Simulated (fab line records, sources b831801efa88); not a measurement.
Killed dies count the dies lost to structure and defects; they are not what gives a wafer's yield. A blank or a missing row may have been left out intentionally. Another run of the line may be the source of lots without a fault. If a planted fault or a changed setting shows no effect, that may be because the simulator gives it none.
Which tool was responsible? | flow gf180mcu | Sampling: 13 lots, 39 wafers, 4 of 602 route steps

## WHAT THE GAUGES READ, wafer by wafer
GF_CONTACT_OVL_MEAS_15.
lot  | measured     | on         | CONTACT_OVL (nm)
L262 | day 16 01:59 | overlay-02 | -5 -8 -6
L263 | day 16 13:42 | overlay-02 | -15 -9 -8
L264 | day 16 19:12 | overlay-01 | -4 -10 -6
L265 | day 17 03:21 | overlay-01 | -2 3 -2
L266 | day 17 08:52 | overlay-02 | -4 -1 -2
L267 | day 18 04:13 | overlay-02 | 0 -9 4
L268 | day 18 04:43 | overlay-02 | 5 -1 5
L269 | day 18 14:32 | overlay-01 | -6 -7 -4
L271 | day 19 09:03 | overlay-01 | 4 9 10
L272 | day 19 17:35 | overlay-02 | 12 4 3
L273 | day 20 02:22 | overlay-02 | -1 2 -1
L277 | day 21 15:06 | overlay-02 | 18 9 8
L278 | day 21 22:00 | overlay-01 | 6 -5 5

GF_V1_CD_MEAS_14 targets a cd of 260 nm.
lot  | measured     | on       | cdNm (nm)
L262 | day 18 01:55 | cdSem-01 | 260.4 260.2 260.9
L263 | day 18 14:28 | cdSem-01 | 258.3 257.5 258.2
L264 | day 18 21:01 | cdSem-02 | 260.4 260.7 261.4
L265 | day 19 05:24 | cdSem-02 | 260.9 261.4 261.6
L266 | day 19 12:46 | cdSem-02 | 260.4 259.1 260.5
L267 | day 20 08:40 | cdSem-02 | 259.7 259.1 259.0
L268 | day 20 08:45 | cdSem-01 | 258.8 258.4 259.4
L269 | day 20 17:11 | cdSem-02 | 260.4 260.0 259.2
L271 | day 21 12:23 | cdSem-02 | 259.8 259.0 260.5
L272 | day 21 21:11 | cdSem-02 | 261.1 259.8 260.8
L273 | day 22 04:45 | cdSem-02 | 261.0 260.5 260.6
L277 | day 23 16:32 | cdSem-01 | 260.9 260.8 259.4
L278 | day 23 22:59 | cdSem-01 | 260.1

## WHICH TOOL RAN EACH LOT (tool, then ch and the chambers of the sampled wafers, then the start)
lot  | GF_M1_METAL_ETCH_16              | GF_M1_STRIP_17
L262 | rieMetal-01 ch 0,1, day 17 02:07 | plasmaAsher-01 ch 0,1, day 17 02:15
L263 | rieMetal-01 ch 0,1, day 17 14:05 | plasmaAsher-01 ch 0,1, day 17 14:12
L264 | rieMetal-01 ch 0,1, day 17 19:59 | plasmaAsher-02 ch 0, day 17 20:07
L265 | rieMetal-04 ch 0,1, day 18 03:53 | plasmaAsher-03 ch 1, day 18 04:04
L266 | rieMetal-04 ch 0, day 18 10:53   | plasmaAsher-03 ch 0, day 18 11:03
L267 | rieMetal-01 ch 0,1, day 19 06:32 | plasmaAsher-03 ch 0,1, day 19 06:40
L268 | rieMetal-04 ch 0,1, day 19 06:48 | plasmaAsher-01 ch 0,1, day 19 06:56
L269 | rieMetal-03 ch 0,1, day 19 15:58 | plasmaAsher-02 ch 0,1, day 19 16:05
L271 | rieMetal-01 ch 0,1, day 20 10:47 | plasmaAsher-02 ch 0,1, day 20 10:54
L272 | rieMetal-03 ch 0,1, day 20 19:44 | plasmaAsher-01 ch 0,1, day 20 19:52
L273 | rieMetal-04 ch 0, day 21 03:40   | plasmaAsher-01 ch 0,1, day 21 03:52
L277 | rieMetal-04 ch 0, day 22 16:10   | plasmaAsher-01 ch 0,1, day 22 16:21
L278 | rieMetal-03 ch 0,1, day 22 23:04 | plasmaAsher-01 ch 0,1, day 22 23:12
- GF_M1_METAL_ETCH_16: etches the open film in Cl2/BCl3, stops on SiO2, target depth 750.8 nm, time 125.1 s.
- GF_M1_STRIP_17: strips in O2/N2.

## AS READ BY THE TOOLS THEMSELVES (means over the sampled wafers that have a number; for cases with no such wafer, the mark the record gives instead)
GF_M1_METAL_ETCH_16.
lot  | tool        | drypumpMotorCurrentA (A) | oesProductAu (a.u.) | throttleValvePct (%)
L262 | rieMetal-01 | 5.9                      | 0.991               | 28.228
L263 | rieMetal-01 | 5.9                      | 0.992               | 28.221
L264 | rieMetal-01 | 5.9                      | 0.991               | 28.224
L265 | rieMetal-04 | 6.1                      | 0.987               | 28.227
L266 | rieMetal-04 | 5.8                      | 0.980               | 28.238
L267 | rieMetal-01 | 5.8                      | 0.994               | 28.224
L268 | rieMetal-04 | 5.9                      | 0.996               | 28.241
L269 | rieMetal-03 | 6.3                      | 0.997               | 28.224
L271 | rieMetal-01 | 5.9                      | 0.991               | 28.237
L272 | rieMetal-03 | 6.2                      | 0.997               | 28.227
L273 | rieMetal-04 | 5.8                      | 0.986               | 28.231
L277 | rieMetal-04 | 5.8                      | 0.978               | 28.247
L278 | rieMetal-03 | 6.3                      | 0.887               | 28.344

GF_M1_STRIP_17.
lot  | tool           | drypumpMotorCurrentA (A) | heaterPowerW (W) | o2FlowSccm (sccm) | oesProductAu (a.u.) | stripTimeToEndpointS (s)
L262 | plasmaAsher-01 | 5.9                      | 365              | 3003              | 0.537               | 7.33
L263 | plasmaAsher-01 | 6.0                      | 398              | 3008              | 0.537               | 7.33
L264 | plasmaAsher-02 | 5.1                      | 314              | 3002              | 0.540               | 7.39
L265 | plasmaAsher-03 | 6.1                      | 286              | 2996              | 0.537               | 7.37
L266 | plasmaAsher-03 | 5.1                      | 271              | 3003              | 0.536               | 7.41
L267 | plasmaAsher-03 | 5.4                      | 278              | 2987              | 0.539               | 7.33
L268 | plasmaAsher-01 | 6.1                      | 399              | 3002              | 0.542               | 7.39
L269 | plasmaAsher-02 | 5.1                      | 344              | 3005              | 0.536               | 7.30
L271 | plasmaAsher-02 | 5.2                      | 382              | 3003              | 0.534               | 7.34
L272 | plasmaAsher-01 | 5.9                      | 365              | 3005              | 0.537               | 7.34
L273 | plasmaAsher-01 | 6.0                      | 389              | 3007              | 0.534               | 7.40
L277 | plasmaAsher-01 | 5.9                      | 366              | 3003              | 0.539               | 7.48
L278 | plasmaAsher-01 | 6.0                      | 395              | 2989              | 0.556               | 7.82

## THE ANSWER, worked out from the rows above alone
Rule: what is usual is taken from the lots themselves. The widest of any qualifying gaps counts: lots, ordered by their means at a reading, are off when they make up no more than a third of the lots, leave a main group of 4 or more, and stand apart from it by 3 or more times the standard deviation of that group's means. A main group is skipped when, at the precision printed for the reading in the tables above, its means are all equal. Also off: a lot with no number at a reading for which 4 or more lots have one. All remaining lots with rows at the step are treated as sound. First the gauges in route order, then the tools' own readings, where a lot's mean is used as printed above. At the first step where some lot is off, the reading lying furthest off is the one used; lots without a number count as furthest.
Off: L278, at GF_M1_METAL_ETCH_16 (oesProductAu). The main group has a mean of 0.990 a.u. with a standard deviation of 0.006.
If a tool, at that step or one of the process steps before it, ran each lot that is off and ran no sound lot following the first of them, it fits. One candidate fits, namely rieMetal-03 at GF_M1_METAL_ETCH_16. Its last sound lot is L272 (day 20 19:44), its first lot that is off L278 (day 22 23:04): a fault that began between those two fits.
The tool's own readings at GF_M1_METAL_ETCH_16 bear it out: on the lots that are off they differ by more than 5 times the standard deviation of the sound lots' means. oesProductAu reads 0.887 a.u. there against 0.990 a.u. on the sound lots; throttleValvePct reads 28.344 % there against 28.231 % on the sound lots.

## WHAT THE SIMULATOR PUT IN
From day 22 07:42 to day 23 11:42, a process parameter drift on rieMetal-03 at GF_M1_METAL_ETCH_16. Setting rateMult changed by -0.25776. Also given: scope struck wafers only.
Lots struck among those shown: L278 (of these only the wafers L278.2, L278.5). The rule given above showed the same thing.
